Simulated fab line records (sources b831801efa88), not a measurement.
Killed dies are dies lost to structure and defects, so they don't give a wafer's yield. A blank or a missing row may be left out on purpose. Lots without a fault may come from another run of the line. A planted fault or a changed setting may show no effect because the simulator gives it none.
Which tool did it? :: flow gf180mcu :: 12 lots with 36 wafers sampled at 5 steps, on a route of 602 steps

WHAT EACH GAUGE READ, for each wafer
GF_MVSD_OVL_MEAS_07. Usual: MVSD_OVL typically reads -0.9 nm, with standard deviation 1.5.
lot: L227
measured: day 4 12:25
on: overlay-02
MVSD_OVL (nm): 0.9 0.3 1.5
flag: 

lot: L228
measured: day 4 22:22
on: overlay-02
MVSD_OVL (nm): 1.7 0.3 -0.1
flag: 

lot: L232
measured: day 5 18:58
on: overlay-02
MVSD_OVL (nm): -1.2 -0.8 -1.9
flag: 

lot: L233
measured: day 6 05:50
on: overlay-02
MVSD_OVL (nm): -0.3 0.8 0.2
flag: 

lot: L235
measured: day 6 13:35
on: overlay-02
MVSD_OVL (nm): -1.8 -1.8 -2.4
flag: 

lot: L237
measured: day 6 19:22
on: overlay-01
MVSD_OVL (nm): -0.8 0.7 -3.0
flag: 

lot: L239
measured: day 7 11:40
on: overlay-02
MVSD_OVL (nm): -0.3 0.7 0.8
flag: 

lot: L243
measured: day 8 09:50
on: overlay-01
MVSD_OVL (nm): -1.1 -0.7 -2.1
flag: 

lot: L246
measured: day 9 02:52
on: overlay-01
MVSD_OVL (nm): -2.3 -1.5 -0.6
flag: 

lot: L247
measured: day 9 10:52
on: overlay-02
MVSD_OVL (nm): -1.3 1.5 1.4
flag: 

lot: L248
measured: day 9 14:49
on: overlay-02
MVSD_OVL (nm): -3.5 -2.2 0.1
flag: 

lot: L250
measured: day 10 06:31
on: overlay-01
MVSD_OVL (nm): -2.1 1.3 1.0
flag: 

GF_VT_IMPLANT_OVL_MEAS_29. Usual: VT_IMPLANT_02_OVL typically reads -0.8 nm, with standard deviation 1.3.
lot: L227
measured: day 6 23:34
on: overlay-01
VT_IMPLANT_02_OVL (nm): -2.4 -1.6 -2.4
flag: 

lot: L228
measured: day 7 12:55
on: overlay-02
VT_IMPLANT_02_OVL (nm): -0.1 1.8 1.0
flag: 

lot: L232
measured: day 8 10:37
on: overlay-02
VT_IMPLANT_02_OVL (nm): -0.6 0.6 -1.3
flag: 

lot: L233
measured: day 8 23:28
on: overlay-02
VT_IMPLANT_02_OVL (nm): -1.1 -1.2 -0.5
flag: 

lot: L235
measured: day 9 08:50
on: overlay-02
VT_IMPLANT_02_OVL (nm): -1.9 -0.6 -1.6
flag: 

lot: L237
measured: day 9 13:01
on: overlay-02
VT_IMPLANT_02_OVL (nm): -0.4 1.6 -0.3
flag: 

lot: L239
measured: day 10 09:53
on: overlay-02
VT_IMPLANT_02_OVL (nm): -2.3 -2.9 -2.1
flag: 

lot: L243
measured: day 11 11:25
on: overlay-02
VT_IMPLANT_02_OVL (nm): -1.6 -1.1 -1.1
flag: 

lot: L246
measured: day 12 06:28
on: overlay-01
VT_IMPLANT_02_OVL (nm): 0.7 0.4 0.7
flag: 

lot: L247
measured: day 12 14:53
on: overlay-02
VT_IMPLANT_02_OVL (nm): -1.2 -0.9 0.7
flag: 

lot: L248
measured: day 12 22:07
on: overlay-02
VT_IMPLANT_02_OVL (nm): -1.0 -2.7 -0.7
flag: 

lot: L250
measured: day 13 12:40
on: overlay-01
VT_IMPLANT_02_OVL (nm): 0.4 1.1 -0.6
flag: 

TOOL THAT RAN EACH LOT (tool first, then ch and the chambers of the sampled wafers, then the start)
lot: L227
GF_STI_ETCH_14: rie-si-02 ch 1,2, day 2 03:07
GF_STI_STRIP_15: plasma-asher-04 ch 1, day 2 03:11
GF_MVPSD_STRIP_10: plasma-asher-04 ch 0,1, day 5 02:15

lot: L228
GF_STI_ETCH_14: rie-si-01 ch 0,1,2, day 2 06:23
GF_STI_STRIP_15: plasma-asher-04 ch 0,1, day 2 06:28
GF_MVPSD_STRIP_10: plasma-asher-03 ch 0, day 5 13:48

lot: L232
GF_STI_ETCH_14: rie-si-01 ch 0,1,2, day 3 06:28
GF_STI_STRIP_15: plasma-asher-04 ch 0,1, day 3 06:32
GF_MVPSD_STRIP_10: plasma-asher-03 ch 0,1, day 6 11:09

lot: L233
GF_STI_ETCH_14: rie-si-01 ch 0,2, day 3 13:37
GF_STI_STRIP_15: plasma-asher-04 ch 0,1, day 3 13:41
GF_MVPSD_STRIP_10: plasma-asher-03 ch 0,1, day 6 21:51

lot: L235
GF_STI_ETCH_14: rie-si-01 ch 1,3, day 3 20:46
GF_STI_STRIP_15: plasma-asher-02 ch 0,1, day 3 20:50
GF_MVPSD_STRIP_10: plasma-asher-02 ch 0,1, day 7 06:27

lot: L237
GF_STI_ETCH_14: rie-si-01 ch 1,3, day 4 03:49
GF_STI_STRIP_15: plasma-asher-04 ch 0,1, day 4 03:53
GF_MVPSD_STRIP_10: plasma-asher-03 ch 0,1, day 7 11:36

lot: L239
GF_STI_ETCH_14: rie-si-01 ch 0,1,2, day 4 17:34
GF_STI_STRIP_15: plasma-asher-01 ch 0,1, day 4 17:38
GF_MVPSD_STRIP_10: plasma-asher-02 ch 0,1, day 8 05:15

lot: L243
GF_STI_ETCH_14: rie-si-01 ch 1,2,3, day 5 13:14
GF_STI_STRIP_15: plasma-asher-01 ch 0,1, day 5 13:18
GF_MVPSD_STRIP_10: plasma-asher-03 ch 0,1, day 9 03:30

lot: L246
GF_STI_ETCH_14: rie-si-01 ch 1,2,3, day 6 03:46
GF_STI_STRIP_15: plasma-asher-01 ch 0,1, day 6 03:50
GF_MVPSD_STRIP_10: plasma-asher-02 ch 0,1, day 9 21:24

lot: L247
GF_STI_ETCH_14: rie-si-02 ch 0,2,3, day 6 10:19
GF_STI_STRIP_15: plasma-asher-01 ch 0,1, day 6 10:23
GF_MVPSD_STRIP_10: plasma-asher-04 ch 0,1, day 10 05:27

lot: L248
GF_STI_ETCH_14: rie-si-02 ch 1,2,3, day 6 14:07
GF_STI_STRIP_15: plasma-asher-01 ch 0,1, day 6 14:13
GF_MVPSD_STRIP_10: plasma-asher-03 ch 0,1, day 10 10:02

lot: L250
GF_STI_ETCH_14: rie-si-02 ch 0,1, day 7 00:28
GF_STI_STRIP_15: plasma-asher-02 ch 0,1, day 7 00:32
GF_MVPSD_STRIP_10: plasma-asher-03 ch 0,1, day 11 01:26
- GF_STI_ETCH_14: etches Si in HBr/Cl2/O2, target depth 360 nm, time 102.9 s.
- GF_STI_STRIP_15: strips in O2/N2.
- GF_MVPSD_STRIP_10: strips in O2/N2.

AS READ BY THE TOOLS THEMSELVES (means over the sampled wafers that have a number; for cases with no such wafer, the mark the record gives instead)
GF_STI_ETCH_14. Usual: drypump-motor-current-A 5.60 A, standard deviation 0.28; oes-product-au 0.999 a.u., standard deviation 0.009; run-length-s 131.3 s, standard deviation 0.44; throttle-valve-pct 25.658 %, standard deviation 0.011.
lot: L227
tool: rie-si-02
drypump-motor-current-A (A): 5.65
oes-product-au (a.u.): 0.996
run-length-s (s): 131.2
throttle-valve-pct (%): 25.659
flag: 

lot: L228
tool: rie-si-01
drypump-motor-current-A (A): 5.74
oes-product-au (a.u.): 0.998
run-length-s (s): 131.2
throttle-valve-pct (%): 25.665
flag: 

lot: L232
tool: rie-si-01
drypump-motor-current-A (A): 5.73
oes-product-au (a.u.): 1.001
run-length-s (s): 131.3
throttle-valve-pct (%): 25.658
flag: 

lot: L233
tool: rie-si-01
drypump-motor-current-A (A): 5.79
oes-product-au (a.u.): 1.003
run-length-s (s): 130.9
throttle-valve-pct (%): 25.638
flag: 

lot: L235
tool: rie-si-01
drypump-motor-current-A (A): 5.44
oes-product-au (a.u.): 1.005
run-length-s (s): 131.2
throttle-valve-pct (%): 25.652
flag: 

lot: L237
tool: rie-si-01
drypump-motor-current-A (A): 5.67
oes-product-au (a.u.): 0.997
run-length-s (s): 131.5
throttle-valve-pct (%): 25.661
flag: 

lot: L239
tool: rie-si-01
drypump-motor-current-A (A): 5.74
oes-product-au (a.u.): 0.997
run-length-s (s): 131.2
throttle-valve-pct (%): 25.658
flag: 

lot: L243
tool: rie-si-01
drypump-motor-current-A (A): 5.74
oes-product-au (a.u.): 0.994
run-length-s (s): 124.3
throttle-valve-pct (%): 25.664
flag: OFF

lot: L246
tool: rie-si-01
drypump-motor-current-A (A): 5.73
oes-product-au (a.u.): 0.993
run-length-s (s): 124.3
throttle-valve-pct (%): 25.668
flag: OFF

lot: L247
tool: rie-si-02
drypump-motor-current-A (A): 5.61
oes-product-au (a.u.): 0.998
run-length-s (s): 131.5
throttle-valve-pct (%): 25.659
flag: 

lot: L248
tool: rie-si-02
drypump-motor-current-A (A): 5.60
oes-product-au (a.u.): 0.993
run-length-s (s): 131.2
throttle-valve-pct (%): 25.654
flag: 

lot: L250
tool: rie-si-02
drypump-motor-current-A (A): 5.65
oes-product-au (a.u.): 1.007
run-length-s (s): 131.6
throttle-valve-pct (%): 25.646
flag: 

GF_STI_STRIP_15. Usual: drypump-motor-current-A 5.62 A, standard deviation 0.29; heater-power-w 347 W, standard deviation 26; oes-product-au 0.384 a.u., standard deviation 0.0054; strip-time-to-endpoint-s 3.73 s, standard deviation 0.055.
lot: L227
tool: plasma-asher-04
drypump-motor-current-A (A): 5.57
heater-power-w (W): 378
oes-product-au (a.u.): 0.386
strip-time-to-endpoint-s (s): 3.79
flag: 

lot: L228
tool: plasma-asher-04
drypump-motor-current-A (A): 5.44
heater-power-w (W): 379
oes-product-au (a.u.): 0.389
strip-time-to-endpoint-s (s): 3.72
flag: 

lot: L232
tool: plasma-asher-04
drypump-motor-current-A (A): 5.27
heater-power-w (W): 366
oes-product-au (a.u.): 0.380
strip-time-to-endpoint-s (s): 3.74
flag: 

lot: L233
tool: plasma-asher-04
drypump-motor-current-A (A): 5.46
heater-power-w (W): 376
oes-product-au (a.u.): 0.385
strip-time-to-endpoint-s (s): 3.74
flag: 

lot: L235
tool: plasma-asher-02
drypump-motor-current-A (A): 5.79
heater-power-w (W): 342
oes-product-au (a.u.): 0.387
strip-time-to-endpoint-s (s): 3.73
flag: 

lot: L237
tool: plasma-asher-04
drypump-motor-current-A (A): 5.24
heater-power-w (W): 368
oes-product-au (a.u.): 0.378
strip-time-to-endpoint-s (s): 3.68
flag: 

lot: L239
tool: plasma-asher-01
drypump-motor-current-A (A): 5.80
heater-power-w (W): 344
oes-product-au (a.u.): 0.392
strip-time-to-endpoint-s (s): 3.78
flag: 

lot: L243
tool: plasma-asher-01
drypump-motor-current-A (A): 5.79
heater-power-w (W): 339
oes-product-au (a.u.): 0.388
strip-time-to-endpoint-s (s): 3.79
flag: 

lot: L246
tool: plasma-asher-01
drypump-motor-current-A (A): 5.78
heater-power-w (W): 339
oes-product-au (a.u.): 0.382
strip-time-to-endpoint-s (s): 3.86
flag: 

lot: L247
tool: plasma-asher-01
drypump-motor-current-A (A): 5.80
heater-power-w (W): 336
oes-product-au (a.u.): 0.385
strip-time-to-endpoint-s (s): 3.73
flag: 

lot: L248
tool: plasma-asher-01
drypump-motor-current-A (A): 5.84
heater-power-w (W): 325
oes-product-au (a.u.): 0.386
strip-time-to-endpoint-s (s): 3.80
flag: 

lot: L250
tool: plasma-asher-02
drypump-motor-current-A (A): 5.79
heater-power-w (W): 322
oes-product-au (a.u.): 0.378
strip-time-to-endpoint-s (s): 3.71
flag: 

GF_MVPSD_STRIP_10. Usual: drypump-motor-current-A 5.5 A, standard deviation 0.45; heater-power-w 352 W, standard deviation 40; oes-product-au 0.723 a.u., standard deviation 0.0044; strip-time-to-endpoint-s 36.94 s, standard deviation 0.12.
lot: L227
tool: plasma-asher-04
drypump-motor-current-A (A): 5.4
heater-power-w (W): 373
oes-product-au (a.u.): 0.724
strip-time-to-endpoint-s (s): 36.96
flag: 

lot: L228
tool: plasma-asher-03
drypump-motor-current-A (A): 6.0
heater-power-w (W): 404
oes-product-au (a.u.): 0.722
strip-time-to-endpoint-s (s): 37.13
flag: 

lot: L232
tool: plasma-asher-03
drypump-motor-current-A (A): 5.2
heater-power-w (W): 336
oes-product-au (a.u.): 0.721
strip-time-to-endpoint-s (s): 37.03
flag: 

lot: L233
tool: plasma-asher-03
drypump-motor-current-A (A): 5.2
heater-power-w (W): 336
oes-product-au (a.u.): 0.723
strip-time-to-endpoint-s (s): 36.79
flag: 

lot: L235
tool: plasma-asher-02
drypump-motor-current-A (A): 5.7
heater-power-w (W): 321
oes-product-au (a.u.): 0.724
strip-time-to-endpoint-s (s): 36.87
flag: 

lot: L237
tool: plasma-asher-03
drypump-motor-current-A (A): 5.2
heater-power-w (W): 337
oes-product-au (a.u.): 0.721
strip-time-to-endpoint-s (s): 36.93
flag: 

lot: L239
tool: plasma-asher-02
drypump-motor-current-A (A): 5.8
heater-power-w (W): 329
oes-product-au (a.u.): 0.723
strip-time-to-endpoint-s (s): 36.79
flag: 

lot: L243
tool: plasma-asher-03
drypump-motor-current-A (A): 5.3
heater-power-w (W): 334
oes-product-au (a.u.): 0.721
strip-time-to-endpoint-s (s): 37.06
flag: 

lot: L246
tool: plasma-asher-02
drypump-motor-current-A (A): 5.7
heater-power-w (W): 325
oes-product-au (a.u.): 0.722
strip-time-to-endpoint-s (s): 36.89
flag: 

lot: L247
tool: plasma-asher-04
drypump-motor-current-A (A): 5.4
heater-power-w (W): 377
oes-product-au (a.u.): 0.720
strip-time-to-endpoint-s (s): 36.84
flag: 

lot: L248
tool: plasma-asher-03
drypump-motor-current-A (A): 5.6
heater-power-w (W): 365
oes-product-au (a.u.): 0.724
strip-time-to-endpoint-s (s): 36.91
flag: 

lot: L250
tool: plasma-asher-03
drypump-motor-current-A (A): 5.6
heater-power-w (W): 368
oes-product-au (a.u.): 0.725
strip-time-to-endpoint-s (s): 37.05
flag: 

THE ANSWER, worked out from the rows above alone
Rule: take the mean of a lot's wafers that have a number; if it is more than 3 standard deviations from the usual mean, the lot is off. A lot without any number at a reading at which 4 lots or more have one is off too. The other lots that the step has rows for count as sound. After the gauges, taken in route order, come the tools' own readings; for these a lot's mean is taken, as printed above. The first step at which some lot is off is used, and at that step the reading that is off furthest; a lot without a number counts as furthest.
Off at GF_STI_ETCH_14 (run-length-s): L243, L246.
A tool fits if, at that step or a process step before it, it ran every lot that is off, and no sound lot after the first of them. One fits: rie-si-01 at GF_STI_ETCH_14. Its last sound lot is L239 (day 4 17:34), its first lot that is off L243 (day 5 13:14): a fault that began between those two fits.
On the lots that are off, the tool's own readings at GF_STI_ETCH_14 differ by more than 5 times the standard deviation of the sound lots' means, which bears it out; run-length-s reads 124.3 s there versus 131.3 s on the sound lots.

WHAT THE SIMULATOR HAD INSERTED
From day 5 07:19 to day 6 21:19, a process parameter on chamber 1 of rie-si-01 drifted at GF_STI_ETCH_14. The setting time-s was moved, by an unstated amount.
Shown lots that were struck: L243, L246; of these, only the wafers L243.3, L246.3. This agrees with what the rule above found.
